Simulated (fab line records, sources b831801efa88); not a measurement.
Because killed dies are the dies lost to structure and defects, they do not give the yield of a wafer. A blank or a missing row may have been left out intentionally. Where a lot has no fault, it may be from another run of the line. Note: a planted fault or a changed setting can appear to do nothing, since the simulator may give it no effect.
fab line records | flow sky130
[record] lots = 6 wafers = 18 last-day = 50
route steps=708 shown VIA2@523 METAL3@532 PAD_OPEN@708
lots untouched by any fault: they come from a run of this same line in which no faults occurred
start-h: hours from the record's first day to the start of the lot's first wafer shown | wait-h: hours from the lot's prior step to this one | " same as the row above | L1.1+2: one row covering several wafers at once | - no value, or no start was given | * or withheld: withheld | < > ~ a bound
route shown NAME@n: a module of which the file shows steps, and the number in the route of the first | usual: the fault-free wafers' mean and standard deviation | same: alike in all rows | chamber/n: place in a boat | sites: per-site readings | _std_site: standard deviation of those values | _edge_site: outer sites' mean less inner sites' | radius-mm: for every site, how far away it sits from the centre of the wafer | mask NAME#n: copy n | behind: the tool/chamber that last shaped the wafer | hold: what put the lot on hold/how long, in hours/how the hold closed | device: names the non-switching transistor (n, p or np) | end of line: tests run on the same wafers once the route is complete | a step given without rows: its recipe and nothing more | killed: dies that structure and defects cost at the first sort, which is not the same as the wafer's yield | map: the dies of a wafer, with x for killed, . for not killed, _ for no die there
set.NAME: the setting as run; set.NAME@STEP: as run at that earlier step | model.NAME: the simulator's own value behind a step, which no gauge read
lots at some steps of the route; a table a step, a row a wafer
services: the hour from which a tool's chamber was out of use, counted from the record's first day as start-h (under 0 if before that day), plus the number of hours and why
[[steps]]
[step SKY_VIA2_STRIP_16]
[recipe] chemistry = O2/N2 power-w = 1400 pressure-mtorr = 1500 platen-temp-c = withheld o2-flow-sccm = 3000 n2-flow-sccm = 300 overash-fraction = 0.5
[usual] chamber-pressure-mTorr = 1500.0/1.3 drypump-motor-current-A = 5.75/0.27 oes-product-au = 0.399/0.0048 strip-time-to-endpoint-s = 4.05/0.039
// columns lot.wafer tool chamber start-h wait-h chamber-pressure-mTorr drypump-motor-current-A oes-product-au rf-hours-counter-h strip-time-to-endpoint-s
L277.1 plasma-asher-02 1 851.52 0.0 1500.4 6.28 0.400 39 4.03
L277.3 " 1 " " 1500.4 6.28 0.399 - 4.04
L277.6 " 1 " " 1503.1 6.26 0.397 - 4.05
L291.2 plasma-asher-01 0 949.07 0.0 1500.5 5.93 0.398 19 3.99
L291.5 " 0 " " 1499.5 5.93 0.399 - 4.01
L291.6 " 1 " " 1499.0 5.68 0.382 - 4.00
L294.2 plasma-asher-03 1 974.77 0.0 1500.7 5.56 0.393 118 4.00
L294.4 " 1 " " 1499.1 5.54 0.407 - 4.03
L294.5 " 1 " " 1499.9 5.54 0.402 - 4.04
L295.1 plasma-asher-03 1 979.57 0.0 1499.5 5.51 0.399 119 4.00
L295.2 " 0 " " 1502.0 5.49 0.383 119 3.98
L295.3 " 0 " " 1498.8 5.50 0.400 - 3.99
L298.2 plasma-asher-01 0 1001.62 0.0 1498.2 5.93 0.396 25 4.10
L298.3 " 1 " " 1500.4 5.70 0.402 - 4.09
L298.5 " 0 " " 1499.1 5.92 0.400 - 4.08
L299.1 plasma-asher-03 0 1002.77 0.0 1500.0 5.50 0.399 121 4.07
L299.3 " 0 " " 1497.4 5.49 0.395 - 4.06
L299.6 " 1 " " 1498.0 5.55 0.396 - 4.14
[step SKY_VIA2_STRIP_17]
[recipe] chemistry = post-etch-residue-remover time-s = 1200 temp-c = 72.5
[step SKY_VIA2_CLEAN_18]
[recipe] chemistry = IPA time-s = 180 temp-c = 25
[step SKY_VIA2_CLEAN_19]
[recipe] chemistry = O3/DIW dry = n2-spin
[step SKY_VIA2_SPUTTER_20]
[recipe] material = TiN target-thk-nm = 20 chamber-pressure-pa = 5 power-w = 4000 time-s = 80
[step SKY_VIA2_CVD_21]
[recipe] material = W target-thk-nm = 420 time-s = 126.4 temp-c = 400 pressure-torr = 40
[usual] chamber-pressure-Torr = 40.03/0.083 heater-power-w = 825/81
// columns lot.wafer tool chamber start-h wait-h chamber-pressure-Torr heater-power-w
L277.1 cvd-w-02 1 852.17 0.0 40.06 787
L277.3 " 1 " " 40.14 798
L277.6 " 1 " " 40.09 800
L291.2 cvd-w-01 1 949.73 0.0 40.03 905
L291.5 " 0 " " 40.02 729
L291.6 " 1 " " 40.07 893
L294.2 cvd-w-02 1 975.83 0.0 39.97 804
L294.4 " 1 " " 39.95 812
L294.5 " 1 " " 40.08 827
L295.1 cvd-w-01 1 980.25 0.0 40.02 851
L295.2 " 0 " " 40.10 719
L295.3 " 1 " " 40.15 886
L298.2 cvd-w-02 0 1002.33 0.1 40.07 906
L298.3 " 0 " " 39.96 885
L298.5 " 0 " " 40.04 895
L299.1 cvd-w-01 0 1003.42 0.0 39.92 722
L299.3 " 1 " " 39.92 901
L299.6 " 0 " " 39.95 724
[step SKY_VIA2_RS_MEAS_22]
[recipe] thk-meas-gauge = four-point-probe reads = W_of_VIA2_CVD_21+TiN_of_VIA2_SPUTTER_20
[usual] VIA2_W_RS = 0.276/0.0035
// columns lot.wafer tool chamber start-h wait-h VIA2_W_RS[ohm/sq]
L277.1 film-metro-02 - 852.30 0.1 0.276
L277.3 " - " " 0.279
L277.6 " - " " 0.275
L291.2 film-metro-02 - 949.88 0.1 0.270
L291.5 " - " " 0.278
L291.6 " - " " 0.273
L294.2 film-metro-02 - 975.98 0.1 0.276
L294.4 " - " " 0.278
L294.5 " - " " 0.278
L295.1 film-metro-02 - 980.38 0.1 0.273
L295.2 " - " " 0.278
L295.3 " - " " 0.271
L298.2 film-metro-03 - 1002.56 0.2 0.277
L298.3 " - " " 0.279
L298.5 " - " " 0.278
L299.1 film-metro-02 - 1003.55 0.1 0.278
L299.3 " - " " 0.275
L299.6 " - " " 0.272
[step SKY_VIA2_THK_MEAS_23]
[recipe] thk-meas-gauge = xrf reads = W_of_VIA2_CVD_21
[usual] VIA2_W_THK = 410/8.1
// columns lot.wafer tool chamber start-h wait-h VIA2_W_THK[nm]
L277.1 film-metro-02 - 852.42 0.1 417
L277.3 " - " " 409
L277.6 " - " " 415
L291.2 film-metro-02 - 949.99 0.1 427
L291.5 " - " " 414
L291.6 " - " " 420
L294.2 film-metro-02 - 976.09 0.1 412
L294.4 " - " " 406
L294.5 " - " " 406
L295.1 film-metro-02 - 980.50 0.1 414
L295.2 " - " " 410
L295.3 " - " " 418
L298.2 film-metro-03 - 1002.67 0.1 403
L298.3 " - " " 404
L298.5 " - " " 406
L299.1 film-metro-02 - 1003.67 0.1 408
L299.3 " - " " 414
L299.6 " - " " 420
[step SKY_VIA2_CMP_24]
[recipe] stop-on = SiO2 t-overpolish-s = 20 down-force-psi = 3.5 platen-rpm = 60 target-thk-nm = 0 pad-velocity-m-s = 0.94248
[usual] motor-current-A = 10.2/0.83 overpolish-run-s = 20.000/0.0083 platen-rpm = 60.00/0.038 time-to-endpoint-s = 103/4.4
[same] t-overpolish-s = 20
// columns lot.wafer tool chamber start-h wait-h motor-current-A overpolish-run-s platen-rpm time-to-endpoint-s
L277.1 cmp-02 3 852.48 0.1 10.3 20.003 60.03 100
L277.3 " 0 " " 8.7 20.011 60.06 98
L277.6 " 0 " " 8.9 19.996 60.02 102
L291.2 cmp-02 2 950.21 0.2 9.7 19.981 60.03 101
L291.5 " 3 " " 10.4 19.989 60.08 99
L291.6 " 0 " " 9.5 19.985 59.98 104
L294.2 cmp-02 3 976.14 0.0 10.5 19.999 60.06 101
L294.4 " 2 " " 10.8 20.020 59.99 98
L294.5 " 0 " " 8.9 20.008 60.01 103
L295.2 cmp-01 2 980.56 0.0 9.9 19.998 59.96 100
L295.1 " 3 " " 10.3 20.010 59.94 107
L295.3 " 0 " " 9.3 19.991 60.02 98
L298.3 cmp-02 0 1002.77 0.1 9.0 19.998 60.03 106
L298.2 " 1 " " 11.5 20.001 60.01 105
L298.5 " 0 " " 8.8 20.010 60.09 105
L299.3 cmp-01 0 1003.83 0.1 8.6 20.000 60.03 97
L299.1 " 1 " " 10.6 20.004 60.06 101
L299.6 " 2 " " 10.3 19.987 60.01 100
[step SKY_METAL3_SPUTTER_00]
[recipe] material = Ti target-thk-nm = 15 power-w = 3000 time-s = 10 chamber-pressure-pa = 0.4
[step SKY_METAL3_SPUTTER_01]
[recipe] material = TiN target-thk-nm = 20 power-w = 6500 time-s = 16.7 chamber-pressure-pa = 0.4
[usual] cathode-dc-power-W = 6500.0/1.2 chamber-pressure-pa = 0.3999/0.00082 throttle-valve-pct = 30.1/0.95
// columns lot.wafer tool chamber start-h wait-h cathode-dc-power-W chamber-pressure-pa throttle-valve-pct
L277.1 pvd-sputter-01 - 852.80 0.0 6498.7 0.4002 30.4
L277.3 " - " " 6501.0 0.4001 29.2
L277.6 " - " " 6499.0 0.3996 29.4
L291.2 pvd-sputter-02 - 950.38 0.0 6500.7 0.4000 30.3
L291.5 " - " " 6499.7 0.4009 30.0
L291.6 " - " " 6499.0 0.4007 31.5
L294.2 pvd-sputter-02 - 976.46 0.0 6499.4 0.4003 30.0
L294.4 " - " " 6499.1 0.3996 31.3
L294.5 " - " " 6499.5 0.3993 30.5
L295.1 pvd-sputter-04 - 980.88 0.0 6499.8 0.3994 28.9
L295.2 " - " " 6500.4 0.4002 30.2
L295.3 " - " " 6499.2 0.3976 29.9
L298.2 pvd-sputter-02 - 1003.05 0.0 6500.1 0.3987 29.8
L298.3 " - " " 6498.3 0.3990 30.7
L298.5 " - " " 6500.4 0.3995 30.3
L299.1 pvd-sputter-04 - 1004.05 0.0 6497.8 0.3999 28.2
L299.3 " - " " 6499.3 0.3986 29.8
L299.6 " - " " 6500.1 0.3996 29.7
[step SKY_METAL3_SPUTTER_02]
[recipe] material = AlCu target-thk-nm = 735 power-w = 10600 time-s = 39.1 chamber-pressure-pa = 0.4
[step SKY_METAL3_SPUTTER_03]
[recipe] material = Ti target-thk-nm = 5 power-w = 3000 time-s = 3.3 chamber-pressure-pa = 0.4
[usual] cathode-dc-power-W = 3000.0/0.52 chamber-pressure-pa = 0.3999/0.00081 throttle-valve-pct = 30.1/0.94
// columns lot.wafer tool chamber start-h wait-h cathode-dc-power-W chamber-pressure-pa throttle-valve-pct
L277.1 pvd-sputter-01 - 852.87 0.0 2999.6 0.3999 30.1
L277.3 " - " " 2999.8 0.4002 29.1
L277.6 " - " " 2999.7 0.4002 29.3
L291.2 pvd-sputter-02 - 950.45 0.0 3000.7 0.3999 29.8
L291.5 " - " " 3000.1 0.4006 30.0
L291.6 " - " " 3000.1 0.4006 31.6
L294.2 pvd-sputter-02 - 976.53 0.0 - - -
L294.4 " - " " - - -
L294.5 " - " " - - -
L295.1 pvd-sputter-04 - 980.95 0.0 - - -
L295.2 " - " " - - -
L295.3 " - " " - - -
L299.1 pvd-sputter-04 - 1004.12 0.0 2999.8 0.3992 28.4
L299.3 " - " " 2999.7 0.3986 29.7
L299.6 " - " " 2999.9 0.4001 29.8
L298.2 pvd-sputter-02 - 1015.12 0.0 3000.4 0.4008 29.9
L298.3 " - " " 3000.0 0.3998 30.7
L298.5 " - " " 3000.4 0.4006 30.1
[step SKY_METAL3_SPUTTER_04]
[recipe] material = TiN target-thk-nm = 70 power-w = 6500 time-s = 58.3 chamber-pressure-pa = 0.4
[usual] cathode-dc-power-W = 6500.0/1.2 chamber-pressure-pa = 0.4001/0.00085 throttle-valve-pct = 30.1/0.92
// columns lot.wafer tool chamber start-h wait-h cathode-dc-power-W chamber-pressure-pa throttle-valve-pct
L277.1 pvd-sputter-01 - 852.88 0.0 6501.0 0.4005 30.3
L277.3 " - " " 6502.1 0.4016 28.9
L277.6 " - " " 6500.4 0.4012 29.2
L291.2 pvd-sputter-02 - 950.46 0.0 6500.3 0.3994 29.7
L291.5 " - " " 6499.5 0.3991 29.7
L291.6 " - " " 6499.9 0.3993 31.4
L294.2 pvd-sputter-02 - 976.54 0.0 6501.8 0.3988 30.0
L294.4 " - " " 6499.6 0.3977 31.4
L294.5 " - " " 6500.5 0.4003 30.5
L295.1 pvd-sputter-04 - 980.97 0.0 6501.4 0.4008 28.8
L295.2 " - " " 6498.0 0.3990 30.6
L295.3 " - " " 6501.5 0.3990 30.1
L299.1 pvd-sputter-04 - 1004.14 0.0 6499.4 0.3996 28.2
L299.3 " - " " 6501.0 0.3992 29.5
L299.6 " - " " 6499.5 0.3998 29.8
L298.2 pvd-sputter-02 - 1015.14 0.0 6499.8 0.3997 29.9
L298.3 " - " " 6501.2 0.4000 30.5
L298.5 " - " " 6498.8 0.4013 30.2
[step SKY_PAD_OPEN_PROBE_99]
[usual] defect-limited-yield = 82.6/1.8 killed_at_M0_to_M3 = 43/6.3 killed_at_M4_up = 3.0/1.6 killed-at-contacts = 25/5 killed-at-front-end = 15/4.4 killed-at-other = 0.3/0.8 killed-dies = 85/8.7 killed-on-rim = 17/3.7 killed-open = 47/6.9 killed-short = 38/6.3 sort_bin_3_pad_short = 0.9/0.39 sort_bin_5_function = 10.3/1.3 sort_bin_6_memory = 6.2/1.1 sort-n-pass = 407/8.8 sort-yield-pct = 82.6/1.8
[same] gross-dies = 492 killed-at-back-side = 0 sort_bin_4_leakage[%] = 0 sort_bin_8_speed[%] = 0
// columns lot.wafer tool chamber start-h wait-h defect-limited-yield[%] killed_at_M0_to_M3 killed_at_M4_up killed-at-contacts killed-at-front-end killed-at-other killed-dies killed-on-rim killed-open killed-short sort_bin_3_pad_short[%] sort_bin_5_function[%] sort_bin_6_memory[%] sort-n-pass sort-yield-pct[%]
L277.1 prober-01 - 1077.94 0.1 81.1 45 2 30 16 0 93 16 45 48 0.8 10.4 7.7 399 81.1
L277.3 prober-01 - 1078.04 0.2 81.9 39 4 20 26 0 89 15 42 47 0.6 9.6 7.9 403 81.9
L277.6 prober-01 - 1078.19 0.2 80.9 44 2 29 18 1 94 18 47 47 1.4 10.2 7.5 398 80.9
L291.2 prober-01 - 1157.22 0.1 81.5 52 1 19 19 0 91 14 53 38 1.0 10.8 6.7 401 81.5
L291.5 prober-01 - 1157.37 0.2 85.6 33 2 27 9 0 71 14 45 26 0.2 9.3 4.9 421 85.6
L291.6 prober-01 - 1157.42 0.2 82.5 39 1 30 16 0 86 16 53 33 1.4 10.0 6.1 406 82.5
L299.1 prober-02 - 1195.77 0.1 86.6 31 3 20 12 0 66 12 32 34 0.8 8.3 4.3 426 86.6
L299.3 prober-02 - 1195.87 0.2 84.3 39 3 26 9 0 77 20 39 38 0.4 10.0 5.3 415 84.3
L299.6 prober-02 - 1196.02 0.2 85.4 41 7 17 7 0 72 13 37 35 0.6 7.9 6.1 420 85.4
L298.2 prober-01 - 1199.60 0.1 81.3 53 6 21 12 0 92 22 46 46 1.8 11.6 5.3 400 81.3
L298.3 prober-01 - 1199.65 0.2 85.8 36 2 16 16 0 70 12 36 34 0.4 8.7 5.1 422 85.8
L298.5 prober-01 - 1199.75 0.2 85.4 38 5 18 11 0 72 13 40 32 0.6 9.3 4.7 420 85.4
// killed by level:class
L277.1 CONTACT:geometric-particle:open=9 CONTACT:geometric-particle:short=8 METAL1:geometric-particle:short=8 VIA3:geometric-particle:open=7 POLY_GATE:geometric-particle:open=5 LI_CONTACT:geometric-particle:open=5 VIA1:geometric-particle:open=5 VIA2:geometric-particle:open=5
L277.3 CONTACT:geometric-particle:open=9 POLY_GATE:geometric-particle:open=7 VIA1:geometric-particle:open=7 METAL1:geometric-particle:short=7 VIA2:geometric-particle:open=6 FIELD_ISO:geometric-particle:short=5 POLY_GATE:geometric-particle:short=5 SPACER:geometric-particle:short=5
L277.6 VIA1:geometric-particle:open=13 LOCAL_INTERCONNECT:geometric-particle:short=7 LI_CONTACT:geometric-particle:open=7 CONTACT:geometric-particle:open=7 POLY_GATE:geometric-particle:open=6 CONTACT:geometric-particle:short=6 METAL2:geometric-particle:short=6 FIELD_ISO:geometric-particle:open=5
L291.2 VIA1:geometric-particle:open=12 METAL1:geometric-particle:short=8 VIA2:geometric-particle:open=8 CONTACT:geometric-particle:open=7 METAL2:geometric-particle:short=6 FIELD_ISO:geometric-particle:open=5 LI_CONTACT:geometric-particle:open=5 VIA3:geometric-particle:open=5
L291.5 CONTACT:geometric-particle:open=13 LI_CONTACT:geometric-particle:open=6 VIA1:geometric-particle:open=6 CONTACT:geometric-particle:short=4 METAL1:geometric-particle:short=4 VIA2:geometric-particle:open=4 METAL2:geometric-particle:short=4 VIA3:geometric-particle:open=4
L291.6 CONTACT:geometric-particle:open=13 VIA1:geometric-particle:open=9 FIELD_ISO:geometric-particle:open=8 LOCAL_INTERCONNECT:geometric-particle:short=6 CONTACT:geometric-particle:short=6 VIA2:geometric-particle:open=6 VIA3:geometric-particle:open=6 POLY_GATE:geometric-particle:open=4
L299.1 LOCAL_INTERCONNECT:geometric-particle:short=7 LI_CONTACT:geometric-particle:open=6 VIA1:geometric-particle:open=6 METAL2:geometric-particle:short=5 VIA3:geometric-particle:open=5 METAL1:geometric-particle:short=4 FIELD_ISO:geometric-particle:open=3 CONTACT:geometric-particle:open=3
L299.3 CONTACT:geometric-particle:open=11 VIA1:geometric-particle:open=9 METAL1:geometric-particle:short=7 CONTACT:geometric-particle:short=6 METAL2:geometric-particle:short=6 VIA2:geometric-particle:open=5 LI_CONTACT:geometric-particle:open=4 VIA3:geometric-particle:open=4
L299.6 METAL1:geometric-particle:short=7 VIA1:geometric-particle:open=7 VIA1:geometric-particle:short=6 LI_CONTACT:geometric-particle:open=6 CONTACT:geometric-particle:open=6 VIA3:geometric-particle:open=5 METAL4:geometric-particle:short=4 POLY_GATE:geometric-particle:open=3
L298.2 VIA1:geometric-particle:open=14 VIA3:geometric-particle:short=7 CONTACT:geometric-particle:open=7 METAL3:geometric-particle:short=6 VIA2:geometric-particle:open=6 FIELD_ISO:geometric-particle:short=5 METAL2:geometric-particle:short=5 VIA3:geometric-particle:open=5
L298.3 VIA1:geometric-particle:open=9 CONTACT:geometric-particle:open=6 POLY_GATE:geometric-particle:open=5 CONTACT:geometric-particle:short=5 VIA2:geometric-particle:short=5 VIA3:geometric-particle:open=5 POLY_GATE:geometric-particle:short=4 METAL1:geometric-particle:short=4
L298.5 VIA1:geometric-particle:open=13 CONTACT:geometric-particle:short=7 VIA3:geometric-particle:open=6 CONTACT:geometric-particle:open=5 METAL2:geometric-particle:short=5 LI_CONTACT:geometric-particle:open=3 VIA1:geometric-particle:short=3 VIA2:geometric-particle:short=3
[[services]]
// columns tool chamber start-h hours kind
pvd-sputter-04 - 845.37 2.5 repair
cmp-02 - 853.19 2.0 repair
pvd-sputter-04 - 860.42 5.1 repair
plasma-asher-01 - 893.59 2.8 pm
cvd-w-01 1 899.43 21.8 repair
plasma-asher-01 - 900.58 6.9 repair
cvd-w-02 - 904.00 14.0 pm
cvd-w-02 0 904.00 14.0 vent-cycle
cvd-w-02 1 904.00 14.0 vent-cycle
cmp-01 - 912.79 4.0 pm
cmp-02 - 913.47 5.6 repair
cvd-w-02 - 918.00 2.8 pm
pvd-sputter-01 - 920.85 1.1 repair
cmp-01 - 928.88 8.1 pm
pvd-sputter-02 - 942.61 2.5 repair
cvd-w-02 0 945.88 14.0 repair
cmp-02 - 951.15 3.5 pm
cmp-02 - 957.42 3.9 repair
cvd-w-01 - 966.35 0.6 repair
pvd-sputter-01 - 967.00 1.4 repair
cvd-w-02 0 967.15 2.7 repair
cmp-02 - 983.37 6.4 pm
cvd-w-02 1 999.23 5.0 repair
cmp-02 - 1005.42 0.3 repair
[[key]]
[first-sign] step = SKY_METAL3_SPUTTER_03 reading = tool-record direction = missing
effect none on later readings
met-at SKY_METAL3_SPUTTER_03
struck-wafers L294.2,L294.4,L294.5,L295.1,L295.2,L295.3
rows-end L294.2,L294.4,L294.5,L295.1,L295.2,L295.3
onset-between 950.45 976.53
[fault] kind = skipped-step-whole tool = pvd-sputter-02,pvd-sputter-04 chamber = - onset-h = 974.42 steps = SKY_METAL3_SPUTTER_03 scope = struck-lots-only
// rows-end: these wafers met a further fault down the route, and their rows from its step on are left out
